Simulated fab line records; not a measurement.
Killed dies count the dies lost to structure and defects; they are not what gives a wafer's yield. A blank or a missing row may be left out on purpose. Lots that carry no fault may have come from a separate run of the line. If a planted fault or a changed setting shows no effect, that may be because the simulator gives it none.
Chamber matching | flow gf180mcu | GF_SAB_ETCH_11 on rie_diel-04: 4 sister chambers
The step etches SiO2 in C4F8/O2/Ar, target depth 55 nm, time 8.5 s. 4 wafers are shown with their chamber, then 7 later ones without.

## WAFERS, EACH WITH ITS CHAMBER
wafer  | chamber | oes_product_au (a.u.)
L910.4 | 2       | 0.991
L910.6 | 1       | 0.993
L918.1 | 0       | 0.988
L918.2 | 3       | 0.983

## WAFERS WITH NO CHAMBER GIVEN
wafer  | oes_product_au (a.u.)
L918.6 | 1.003
L923.3 | 0.997
L923.5 | 0.982
L923.6 | 1.000
L925.2 | 1.005
L925.5 | 1.007
L925.6 | 1.002

## CHAMBER TAKEN BY EACH
wafer  | from the rows above               | in truth
L918.6 | can't be placed: 1 or 2 or 0 or 3 | 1
L923.3 | can't be placed: 1 or 2 or 0 or 3 | 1
L923.5 | can't be placed: 3 or 0 or 2 or 1 | 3
L923.6 | can't be placed: 1 or 2 or 0 or 3 | 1
L925.2 | can't be placed: 1 or 2 or 0 or 3 | 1
L925.5 | can't be placed: 1 or 2 or 0 or 3 | 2
L925.6 | can't be placed: 1 or 2 or 0 or 3 | 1
0 of 7 placed correctly. Cannot be placed on the basis of these rows: 7; the candidates contain the true chamber in 7. 0 placed wrongly.
How it was worked out, from the rows above alone: a wafer's distance from a chamber is the root of the sum, over the readings, of the square of ((its reading less the chamber's mean) divided by the reading's scatter). If the next closest chamber is less than 2 further off than the closest, the wafer can't be placed; otherwise it belongs to the closest. Each chamber's mean is taken over the wafers shown for it. The scatter: root of mean squared gap, hidden wafer to nearest shown wafer, with one shown wafer a chamber.
